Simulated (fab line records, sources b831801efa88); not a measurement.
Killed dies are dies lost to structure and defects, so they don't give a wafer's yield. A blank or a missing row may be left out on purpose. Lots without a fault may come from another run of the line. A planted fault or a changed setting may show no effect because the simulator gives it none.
A struck lot beside a sound one | flow sky130 | 15 steps out of a route of 708
Sound: wafers L141.1, L141.2, L141.6. Struck: wafers L144.1, L144.2, L144.4. The cause comes at the end.
At each step with rows: each side's tool, then ch and its chambers, then its first start. Under that, the readings that differ: sound wafers | struck wafers | difference of the means | sigmas: that difference in standard deviations of wafers without a fault.
alike: readings whose means differ by less than 2 such deviations, and words and numbers that are the same on both sides. not compared: withheld readings, readings that some wafer has no value for, bounds like >300 that may hide the same value, and numbers for which the record gives no deviation and whose values overlap.
The two part at a step that has a row with sigmas, a row that says differs or no value, or rows on one side only. Numbers that don't overlap but have no deviation are shown without sigmas and don't part them. A reading that every wafer of one side lacks parts them only if that side has two wafers or more.

first, 8 steps without rows for these wafers: SKY_METAL3_DEHYDRATE_05 (time 60 s); SKY_METAL3_HMDS_06 (prime time 60 s); SKY_METAL3_COAT_07 (resist thk 60 nm); SKY_METAL3_COAT_08 (resist thk 1140 nm); SKY_METAL3_SOFTBAKE_09 (time 90 s); SKY_METAL3_EXPOSE_10 (exposes mask MM3, target cd 300 nm); SKY_METAL3_PEB_11; SKY_METAL3_DEVELOP_12 (develop time 60 s).
SKY_METAL3_CD_MEAS_13: target cd 300 nm.
  sound on cd_sem-02, day 40 11:11; struck on cd_sem-02, day 41 09:23
  alike: cd_nm
SKY_METAL3_OVL_MEAS_14:
  sound on overlay-01, day 40 11:19; struck on overlay-02, day 41 09:31
  alike: METAL3_OVL
SKY_METAL3_DESCUM_15: chemistry O2, time 8 s.
  sound on rie_metal-01 ch 0,1, day 40 11:21; struck on rie_metal-03 ch 0,1, day 41 09:33
  alike: drypump_motor_current_A, oes_product_au, rf_fwd_power_W
  not compared: rf_hours_counter_h
SKY_METAL3_ETCH_16: etches BARC in N2/H2, stops on SiO2, time 88.2 s, target depth 60 nm.
  sound on rie_metal-01 ch 0,1, day 40 11:23; struck on rie_metal-03 ch 0,1, day 41 09:35
  alike: bias_w, chamber_pressure_mTorr, drypump_motor_current_A, oes_product_au, rf_fwd_power_W, throttle_valve_pct
  not compared: rf_hours_counter_h
SKY_METAL3_ETCH_17: etches SiO2 in C4F8/O2/Ar, stops on TiN, time 3.9 s, target depth 15 nm.
  sound on rie_diel-02 ch 1,2, day 40 11:29; struck on rie_diel-02 ch 0,1,2, day 41 09:41
  no value came back on the struck wafers for bias_w (W), chamber_pressure_mTorr (mTorr), oes_product_au (a.u.), rf_fwd_power_W (W); on the sound wafers bias_w (W) reads 1204 1205 1203
  not compared: rf_hours_counter_h
SKY_METAL3_METAL_ETCH_18: etches the open film in Cl2/BCl3, stops on SiO2, target depth 845 nm, time 183.1 s.
  sound on rie_metal-03 ch 0,1, day 40 11:30; struck on rie_metal-02 ch 0,1, day 41 09:42
  alike: bcl3_flow_sccm, bias_w, drypump_motor_current_A, oes_product_au, rf_fwd_power_W, throttle_valve_pct
  not compared: rf_hours_counter_h
-- the record jumps here: 7 days lie between the struck wafers' starts before and after (it left off in module METAL3 and takes up again in module PAD_OPEN, whose first step shown is number 708 of the route) --
SKY_PAD_OPEN_PROBE_99:
  sound on prober-01, day 47 11:22; struck on prober-01, day 48 06:04
  reading                  | sound          | struck         | difference | sigmas
  defect_limited_yield (%) | 78.3 84.1 82.1 | 0 0 0          | -82        | -39
  killed_at_M0_to_M3       | 57 38 38       | 441 436 442    | +395       | +57
  killed_dies              | 107 78 88      | 492 492 492    | +401       | +40
  killed_on_rim            | 21 7 19        | 96 96 96       | +80        | +21
  sort_bin_5_function (%)  | 12.2 8.9 10.4  | 93.1 90.0 90.7 | +80.8      | +54
  sort_n_pass              | 385 414 404    | 0 0 0          | -401       | -40
  sort_yield_pct (%)       | 78.3 84.1 82.1 | 0 0 0          | -82        | -39
  alike: killed_at_M4_up, killed_at_contacts, killed_at_front_end, killed_at_other, killed_open, killed_short, sort_bin_3_pad_short, sort_bin_6_memory

WHERE THEY PART
First at SKY_METAL3_ETCH_17; last, within this record, at SKY_PAD_OPEN_PROBE_99.

WHY: what the simulator had put in
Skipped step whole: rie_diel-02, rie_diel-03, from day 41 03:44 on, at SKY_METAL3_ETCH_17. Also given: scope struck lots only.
